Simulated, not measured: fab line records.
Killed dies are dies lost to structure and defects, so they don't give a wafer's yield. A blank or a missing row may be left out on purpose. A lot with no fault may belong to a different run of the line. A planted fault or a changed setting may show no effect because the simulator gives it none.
A sampling plan put to the test | flow gf180mcu | one line in one fab, 47 faults in these records, each fault weighed on the records of the lots it struck
Plan = the line's own looks (route steps where a gauge or an inspection reads the wafer without altering it). Where struck wafers have a number at a look and the file lists that look's usual mean and standard deviation on fault-free wafers, the look can be judged. Caught: 4 or more of those standard deviations (sigma) separate the usual mean from the mean of the struck wafers at a look after the fault's first step. On the tool: the fault's steps, tested the same way using the tool's own readings. If the struck wafers alone have a blank record, or they carry another recipe, that too counts as caught.

== THE FAULTS, as the simulator had put them in ==
1. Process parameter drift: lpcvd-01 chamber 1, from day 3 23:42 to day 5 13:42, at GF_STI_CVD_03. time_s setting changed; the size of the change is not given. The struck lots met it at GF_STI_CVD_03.
2. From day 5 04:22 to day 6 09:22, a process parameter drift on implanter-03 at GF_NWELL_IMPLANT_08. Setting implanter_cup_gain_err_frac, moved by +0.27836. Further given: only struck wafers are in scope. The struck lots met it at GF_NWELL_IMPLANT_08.
3. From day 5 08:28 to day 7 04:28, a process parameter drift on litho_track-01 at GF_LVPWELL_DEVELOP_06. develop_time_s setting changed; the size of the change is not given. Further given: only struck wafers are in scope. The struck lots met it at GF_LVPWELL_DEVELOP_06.
4. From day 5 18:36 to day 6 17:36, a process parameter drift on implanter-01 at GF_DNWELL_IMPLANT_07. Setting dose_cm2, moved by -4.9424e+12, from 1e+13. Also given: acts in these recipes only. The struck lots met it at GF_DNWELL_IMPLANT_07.
5. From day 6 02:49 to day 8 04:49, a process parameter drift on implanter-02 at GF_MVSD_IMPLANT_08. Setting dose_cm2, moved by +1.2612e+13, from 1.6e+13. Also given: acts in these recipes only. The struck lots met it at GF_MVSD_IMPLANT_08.
6. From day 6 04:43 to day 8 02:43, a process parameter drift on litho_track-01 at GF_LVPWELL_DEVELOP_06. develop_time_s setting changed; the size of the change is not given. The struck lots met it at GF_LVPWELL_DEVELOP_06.
7. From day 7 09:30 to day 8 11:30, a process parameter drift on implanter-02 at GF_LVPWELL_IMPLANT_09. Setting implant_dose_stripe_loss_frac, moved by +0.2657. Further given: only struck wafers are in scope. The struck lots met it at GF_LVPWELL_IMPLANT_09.
8. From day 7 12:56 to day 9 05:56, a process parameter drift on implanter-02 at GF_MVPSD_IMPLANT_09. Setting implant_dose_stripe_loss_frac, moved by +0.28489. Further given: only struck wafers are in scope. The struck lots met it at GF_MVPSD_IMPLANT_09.
9. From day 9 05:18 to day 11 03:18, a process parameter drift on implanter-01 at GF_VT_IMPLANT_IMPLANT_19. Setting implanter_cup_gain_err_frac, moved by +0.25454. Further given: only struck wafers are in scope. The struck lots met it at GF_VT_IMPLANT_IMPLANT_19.
10. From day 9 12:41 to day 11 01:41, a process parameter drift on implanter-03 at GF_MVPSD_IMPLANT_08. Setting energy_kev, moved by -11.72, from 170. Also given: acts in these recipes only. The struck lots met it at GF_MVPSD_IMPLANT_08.
11. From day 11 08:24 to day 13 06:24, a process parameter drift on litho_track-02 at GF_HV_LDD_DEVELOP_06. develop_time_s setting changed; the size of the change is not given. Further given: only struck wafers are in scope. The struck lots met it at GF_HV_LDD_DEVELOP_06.
12. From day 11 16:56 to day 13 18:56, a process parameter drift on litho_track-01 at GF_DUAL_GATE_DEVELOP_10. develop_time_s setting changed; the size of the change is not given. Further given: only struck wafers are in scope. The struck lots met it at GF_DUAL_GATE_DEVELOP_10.
13. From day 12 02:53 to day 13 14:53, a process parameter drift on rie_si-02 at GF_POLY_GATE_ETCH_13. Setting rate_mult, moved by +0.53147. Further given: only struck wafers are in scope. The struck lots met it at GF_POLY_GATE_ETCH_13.
14. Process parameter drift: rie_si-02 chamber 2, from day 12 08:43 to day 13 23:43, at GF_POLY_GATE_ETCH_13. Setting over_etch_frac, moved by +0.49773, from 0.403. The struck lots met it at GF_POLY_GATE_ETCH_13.
15. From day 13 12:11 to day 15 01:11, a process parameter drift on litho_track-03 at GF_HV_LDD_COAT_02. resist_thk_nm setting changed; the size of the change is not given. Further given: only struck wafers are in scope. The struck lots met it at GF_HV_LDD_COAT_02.
16. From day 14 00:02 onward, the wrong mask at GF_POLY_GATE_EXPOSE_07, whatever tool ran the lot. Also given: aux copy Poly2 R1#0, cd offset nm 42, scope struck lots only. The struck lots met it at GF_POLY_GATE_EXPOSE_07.
17. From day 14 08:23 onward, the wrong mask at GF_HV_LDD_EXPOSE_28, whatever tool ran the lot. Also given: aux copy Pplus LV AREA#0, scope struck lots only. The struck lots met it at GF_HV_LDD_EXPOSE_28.
18. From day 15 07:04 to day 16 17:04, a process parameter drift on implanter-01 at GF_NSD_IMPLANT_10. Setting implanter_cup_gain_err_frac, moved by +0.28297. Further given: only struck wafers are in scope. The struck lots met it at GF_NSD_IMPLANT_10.
19. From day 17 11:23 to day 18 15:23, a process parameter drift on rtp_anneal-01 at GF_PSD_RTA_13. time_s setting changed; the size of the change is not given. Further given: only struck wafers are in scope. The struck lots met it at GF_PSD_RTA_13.
20. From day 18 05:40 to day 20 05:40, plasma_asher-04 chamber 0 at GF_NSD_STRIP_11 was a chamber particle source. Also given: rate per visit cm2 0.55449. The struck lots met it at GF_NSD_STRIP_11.
21. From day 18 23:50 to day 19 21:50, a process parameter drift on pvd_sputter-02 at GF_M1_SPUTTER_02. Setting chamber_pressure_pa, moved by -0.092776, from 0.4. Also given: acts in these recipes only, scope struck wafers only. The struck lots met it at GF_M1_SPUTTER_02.
22. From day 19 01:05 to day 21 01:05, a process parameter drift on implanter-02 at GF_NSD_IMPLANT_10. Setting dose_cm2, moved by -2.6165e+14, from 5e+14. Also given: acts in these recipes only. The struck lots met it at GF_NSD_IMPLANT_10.
23. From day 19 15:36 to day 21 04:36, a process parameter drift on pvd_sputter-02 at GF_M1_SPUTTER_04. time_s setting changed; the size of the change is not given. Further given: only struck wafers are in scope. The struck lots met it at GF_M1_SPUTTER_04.
24. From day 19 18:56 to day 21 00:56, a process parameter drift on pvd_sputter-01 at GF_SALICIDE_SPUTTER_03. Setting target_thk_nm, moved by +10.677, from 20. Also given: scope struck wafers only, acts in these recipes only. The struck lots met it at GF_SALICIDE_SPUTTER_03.
25. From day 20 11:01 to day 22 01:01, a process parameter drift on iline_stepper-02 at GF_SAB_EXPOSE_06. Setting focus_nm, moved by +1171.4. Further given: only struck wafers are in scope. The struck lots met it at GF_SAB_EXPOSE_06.
26. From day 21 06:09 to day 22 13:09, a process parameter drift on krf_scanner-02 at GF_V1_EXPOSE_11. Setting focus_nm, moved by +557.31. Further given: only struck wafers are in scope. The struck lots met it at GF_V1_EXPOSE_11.
27. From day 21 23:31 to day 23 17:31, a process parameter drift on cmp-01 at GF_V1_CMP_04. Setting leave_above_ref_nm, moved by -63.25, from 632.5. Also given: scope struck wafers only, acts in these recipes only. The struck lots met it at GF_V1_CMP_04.
28. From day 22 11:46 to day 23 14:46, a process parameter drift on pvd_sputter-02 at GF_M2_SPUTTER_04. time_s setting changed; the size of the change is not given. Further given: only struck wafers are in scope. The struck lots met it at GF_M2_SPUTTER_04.
29. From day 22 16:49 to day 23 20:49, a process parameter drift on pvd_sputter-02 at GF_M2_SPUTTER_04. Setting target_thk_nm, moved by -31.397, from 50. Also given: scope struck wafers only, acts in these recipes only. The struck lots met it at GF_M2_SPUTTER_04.
30. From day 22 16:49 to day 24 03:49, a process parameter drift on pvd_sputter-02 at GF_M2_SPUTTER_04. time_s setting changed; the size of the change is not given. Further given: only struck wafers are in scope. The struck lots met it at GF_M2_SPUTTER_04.
31. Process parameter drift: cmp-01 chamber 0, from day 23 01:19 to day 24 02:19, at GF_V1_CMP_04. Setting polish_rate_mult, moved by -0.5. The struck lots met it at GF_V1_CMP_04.
32. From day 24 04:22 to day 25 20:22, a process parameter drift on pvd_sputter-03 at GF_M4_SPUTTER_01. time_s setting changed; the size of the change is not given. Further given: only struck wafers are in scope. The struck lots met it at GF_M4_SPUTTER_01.
33. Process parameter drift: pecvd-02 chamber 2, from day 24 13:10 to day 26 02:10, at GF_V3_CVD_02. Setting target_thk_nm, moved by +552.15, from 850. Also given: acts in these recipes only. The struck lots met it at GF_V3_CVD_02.
34. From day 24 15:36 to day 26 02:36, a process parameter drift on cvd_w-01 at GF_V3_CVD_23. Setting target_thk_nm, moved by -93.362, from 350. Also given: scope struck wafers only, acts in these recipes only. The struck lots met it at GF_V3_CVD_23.
35. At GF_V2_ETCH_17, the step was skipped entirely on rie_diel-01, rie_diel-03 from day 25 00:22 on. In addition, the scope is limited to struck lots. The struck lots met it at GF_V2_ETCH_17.
36. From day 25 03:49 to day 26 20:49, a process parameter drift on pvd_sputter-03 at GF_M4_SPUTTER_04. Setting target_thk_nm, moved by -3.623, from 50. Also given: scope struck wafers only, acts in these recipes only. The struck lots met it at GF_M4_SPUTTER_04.
37. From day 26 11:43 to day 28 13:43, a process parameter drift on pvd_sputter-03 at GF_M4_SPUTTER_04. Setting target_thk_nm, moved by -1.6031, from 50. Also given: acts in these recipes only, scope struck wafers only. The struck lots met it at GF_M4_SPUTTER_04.
38. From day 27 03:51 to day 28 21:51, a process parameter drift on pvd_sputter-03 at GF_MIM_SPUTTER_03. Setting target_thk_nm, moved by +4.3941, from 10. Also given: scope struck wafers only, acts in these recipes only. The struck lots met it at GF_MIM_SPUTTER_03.
39. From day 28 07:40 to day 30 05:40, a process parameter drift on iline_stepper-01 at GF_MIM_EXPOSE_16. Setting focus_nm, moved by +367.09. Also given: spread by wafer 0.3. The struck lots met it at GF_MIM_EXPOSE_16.
40. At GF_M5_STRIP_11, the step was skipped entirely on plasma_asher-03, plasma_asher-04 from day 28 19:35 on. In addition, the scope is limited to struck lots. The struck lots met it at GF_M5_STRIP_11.
41. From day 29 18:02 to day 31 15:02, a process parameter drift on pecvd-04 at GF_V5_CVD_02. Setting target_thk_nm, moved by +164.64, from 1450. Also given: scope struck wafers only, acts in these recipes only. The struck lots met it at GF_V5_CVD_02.
42. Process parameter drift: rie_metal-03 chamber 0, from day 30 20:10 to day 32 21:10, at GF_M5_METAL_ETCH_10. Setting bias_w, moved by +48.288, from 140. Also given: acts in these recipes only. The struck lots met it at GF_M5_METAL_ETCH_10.
43. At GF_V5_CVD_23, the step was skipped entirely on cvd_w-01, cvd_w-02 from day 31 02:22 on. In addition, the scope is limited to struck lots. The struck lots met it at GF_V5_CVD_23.
44. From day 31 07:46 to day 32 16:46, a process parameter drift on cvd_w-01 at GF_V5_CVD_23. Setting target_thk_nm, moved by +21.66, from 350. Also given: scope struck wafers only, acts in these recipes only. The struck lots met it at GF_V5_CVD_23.
45. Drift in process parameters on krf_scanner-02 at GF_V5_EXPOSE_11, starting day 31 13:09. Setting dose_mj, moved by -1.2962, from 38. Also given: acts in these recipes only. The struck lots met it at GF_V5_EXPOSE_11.
46. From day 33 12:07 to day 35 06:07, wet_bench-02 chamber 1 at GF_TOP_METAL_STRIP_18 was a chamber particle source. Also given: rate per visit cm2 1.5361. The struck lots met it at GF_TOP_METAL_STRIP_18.
47. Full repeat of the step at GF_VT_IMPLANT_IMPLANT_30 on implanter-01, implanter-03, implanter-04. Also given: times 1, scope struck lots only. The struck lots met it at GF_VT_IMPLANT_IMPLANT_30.

== WHAT THE PLAN SAW ==
fault | on the tool itself                               | first look that catches it                      | reading, sigma                                        | median hours from its first step to that look | hours from the fault's start to the first struck lot there | judged looks passed uncaught
1     | under 2 sigma                                    | GF_STI_THK_MEAS_04                              | STI_CVD_03_THK -15                                    | 2.0                                           | 12                                                         | 0
2     | faraday_current_uA +15 sigma                     | GF_NWELL_TW_MEAS_11                             | NWELL_TW -10                                          | 0.4                                           | 7                                                          | 0
3     | no reading that can be judged                    | none of the 6 looks that can be judged after it | -                                                     | -                                             | -                                                          | 6
4     | dose_ions_cm2 -99 or beyond sigma                | GF_DNWELL_TW_MEAS_09                            | DNWELL_TW -26                                         | 0.2                                           | 4                                                          | 0
5     | dose_ions_cm2 +99 or beyond sigma                | GF_MVSD_TW_MEAS_11                              | MVSD_TW +23                                           | 0.4                                           | 15                                                         | 0
6     | under 2 sigma                                    | none of the 6 looks that can be judged after it | -                                                     | -                                             | -                                                          | 6
7     | under 2 sigma                                    | GF_VT_IMPLANT_RS_MEAS_48                        | LVPWELL_RS +10                                        | 110.0                                         | 112                                                        | 0
8     | under 2 sigma                                    | GF_VT_IMPLANT_RS_MEAS_49                        | MVPSD_RS +7.1                                         | 72.5                                          | 75                                                         | 0
9     | faraday_current_uA +12 sigma                     | GF_VT_IMPLANT_TW_MEAS_21                        | VT_IMPLANT_2_TW -14                                   | 0.3                                           | 15                                                         | 0
10    | beam_energy_keV -99 or beyond sigma              | none of the 2 looks that can be judged after it | strongest: MVPSD_RS at GF_VT_IMPLANT_RS_MEAS_49, +3.5 | -                                             | -                                                          | 2
11    | under 2 sigma                                    | no look after it can be judged                  | -                                                     | -                                             | -                                                          | 0
12    | no reading that can be judged                    | none of the 2 looks that can be judged after it | -                                                     | -                                             | -                                                          | 2
13    | under 2 sigma                                    | not the one look that can be judged after it    | -                                                     | -                                             | -                                                          | 1
14    | oes_product_au -26 sigma                         | none of the 2 looks that can be judged after it | -                                                     | -                                             | -                                                          | 2
15    | under 2 sigma                                    | GF_HV_LDD_CD_MEAS_07                            | cd_nm +9.5                                            | 10.6                                          | 19                                                         | 0
16    | no reading that can be judged                    | GF_POLY_GATE_CD_MEAS_10                         | cd_nm +38                                             | 10.7                                          | 15                                                         | 0
17    | under 2 sigma                                    | GF_HV_LDD_TW_MEAS_38                            | HV_LDD_3_TW -99 or beyond                             | 11.6                                          | 14                                                         | 0
18    | faraday_current_uA +16 sigma                     | GF_PSD_RS_MEAS_14                               | NSD_RS +16                                            | 23.3                                          | 28                                                         | 0
19    | run_length_s +99 or beyond sigma                 | GF_PSD_RS_MEAS_14                               | NSD_RS -61                                            | 0.1                                           | 4                                                          | 0
20    | under 2 sigma                                    | not the one look that can be judged after it    | -                                                     | -                                             | -                                                          | 1
21    | chamber_pressure_pa -99 or beyond sigma          | GF_M1_RS_MEAS_05                                | M1_ALCU_RS -7.1                                       | 0.1                                           | 20                                                         | 0
22    | dose_ions_cm2 -99 or beyond sigma                | GF_PSD_RS_MEAS_14                               | NSD_RS +42                                            | 25.3                                          | 32                                                         | 0
23    | under 2 sigma                                    | none of the 7 looks that can be judged after it | strongest: M1_ALCU_THK at GF_M1_THK_MEAS_06, -2.9     | -                                             | -                                                          | 7
24    | under 2 sigma                                    | GF_SALICIDE_RS_MEAS_04                          | SALICIDE_TIN_RS -8.3                                  | 0.0                                           | 8                                                          | 0
25    | no reading that can be judged                    | GF_SAB_CD_MEAS_09                               | cd_nm -87                                             | 12.1                                          | 16                                                         | 0
26    | no reading that can be judged                    | GF_V1_CD_MEAS_14                                | cd_nm +13                                             | 11.8                                          | 16                                                         | 0
27    | time_to_endpoint_s +4.4 sigma                    | no look after it can be judged                  | -                                                     | -                                             | -                                                          | 0
28    | under 2 sigma                                    | GF_M2_THK_MEAS_06                               | M2_ALCU_THK -6.3                                      | 0.2                                           | 4                                                          | 0
29    | under 2 sigma                                    | GF_M2_THK_MEAS_06                               | M2_ALCU_THK +7.0                                      | 0.2                                           | 1                                                          | 0
30    | under 2 sigma                                    | none of the 7 looks that can be judged after it | -                                                     | -                                             | -                                                          | 7
31    | time_to_endpoint_s +5.5 sigma                    | no look after it can be judged                  | -                                                     | -                                             | -                                                          | 0
32    | under 2 sigma                                    | no look after it can be judged                  | -                                                     | -                                             | -                                                          | 0
33    | under 2 sigma                                    | GF_V3_THK_MEAS_03                               | V3_CVD_02_THK +50                                     | 0.1                                           | 4                                                          | 0
34    | under 2 sigma                                    | GF_V3_RS_MEAS_24                                | V3_W_RS +40                                           | 0.1                                           | 5                                                          | 0
35    | the tool's record is blank for the struck wafers | no look after it can be judged                  | -                                                     | -                                             | -                                                          | 0
36    | under 2 sigma                                    | none of the 7 looks that can be judged after it | -                                                     | -                                             | -                                                          | 7
37    | under 2 sigma                                    | none of the 7 looks that can be judged after it | -                                                     | -                                             | -                                                          | 7
38    | under 2 sigma                                    | no look after it can be judged                  | -                                                     | -                                             | -                                                          | 0
39    | under 2 sigma                                    | no look after it can be judged                  | -                                                     | -                                             | -                                                          | 0
40    | no reading that can be judged                    | no look after it can be judged                  | -                                                     | -                                             | -                                                          | 0
41    | under 2 sigma                                    | GF_V5_THK_MEAS_03                               | V5_CVD_02_THK +8.0                                    | 0.1                                           | 4                                                          | 0
42    | bias_w +99 or beyond sigma                       | no look after it can be judged                  | -                                                     | -                                             | -                                                          | 0
43    | the tool's record is blank for the struck wafers | GF_V5_RS_MEAS_24                                | V5_W_RS +99 or beyond                                 | 0.2                                           | 1                                                          | 0
44    | under 2 sigma                                    | GF_V5_RS_MEAS_24                                | V5_W_RS -5.8                                          | 0.1                                           | 6                                                          | 0
45    | exposure_dose_mJ_cm2 -4.0 sigma                  | GF_V5_CD_MEAS_14                                | cd_nm -4.8                                            | 8.5                                           | 12                                                         | 0
46    | no reading that can be judged                    | no look after it can be judged                  | -                                                     | -                                             | -                                                          | 0
47    | under 2 sigma                                    | GF_VT_IMPLANT_TW_MEAS_32                        | VT_IMPLANT_3_TW +41                                   | 0.6                                           | -                                                          | 0
A dash: this means the fault isn't caught or the number doesn't appear in these records.

Caught at a look: 26 of 47. Caught on the tool: 16 of 47. By one or the other: 32 of 47.
Faults 10, 14, 27, 31, 35, 42 were caught on the tool alone.
Caught at a look alone: faults 1, 7, 8, 15, 16, 17, 24, 25, 26, 28, 29, 33, 34, 41, 44, 47.
Caught by neither: faults 3, 6, 11, 12, 13, 20, 23, 30, 32, 36, 37, 38, 39, 40, 46.

== THINNER SAMPLING ==
If the look that catches a fault measured only every second or every third lot, by lot number, the first struck lot would be measured this late in the worst case:
fault | struck lots at that look, in order of time | every lot | every second lot | every third lot
1     | L659                                       | 12 h      | may miss it      | may miss it
2     | L580, L582                                 | 7 h       | may miss all 2   | may miss all 2
4     | L696, L697                                 | 4 h       | 9 h              | may miss all 2
5     | L508, L509, L511                           | 15 h      | 20 h             | may miss all 3
7     | L137, L138                                 | 112 h     | 118 h            | may miss all 2
8     | L976, L977, L980                           | 75 h      | 79 h             | may miss all 3
9     | L186, L187                                 | 15 h      | 24 h             | may miss all 2
15    | L703, L705, L706                           | 19 h      | 42 h             | may miss all 3
16    | L666                                       | 15 h      | may miss it      | may miss it
17    | L897                                       | 14 h      | may miss it      | may miss it
18    | L877, L879, L880                           | 28 h      | 56 h             | may miss all 3
19    | L932                                       | 4 h       | may miss it      | may miss it
21    | L941                                       | 20 h      | may miss it      | may miss it
22    | L126, L127                                 | 32 h      | 41 h             | may miss all 2
24    | L628, L629, L630                           | 8 h       | 14 h             | 26 h
25    | L994, L995, L997                           | 16 h      | 22 h             | may miss all 3
26    | L392, L393, L395                           | 16 h      | 24 h             | may miss all 3
28    | L277                                       | 4 h       | may miss it      | may miss it
29    | L268                                       | 1 h       | may miss it      | may miss it
33    | L307, L309                                 | 4 h       | may miss all 2   | may miss all 2
34    | L192                                       | 5 h       | may miss it      | may miss it
41    | L222                                       | 4 h       | may miss it      | may miss it
43    | L891, L892                                 | 1 h       | 12 h             | may miss all 2
44    | L795, L796, L798                           | 6 h       | 11 h             | may miss all 3
45    | L962                                       | 12 h      | may miss it      | may miss it
Hours are from the fault's start to the first struck lot that is measured. 4 sigma limit: tested on the pooled struck wafers, so a lone lot may be under it. Other struck lots may not be in these records.

== THE LONGEST TIMED WAY FROM STEP TO LOOK ==
In fault 7, a median of 110.0 hours elapses between GF_LVPWELL_IMPLANT_09 and GF_VT_IMPLANT_RS_MEAS_48. No look between them can be judged.
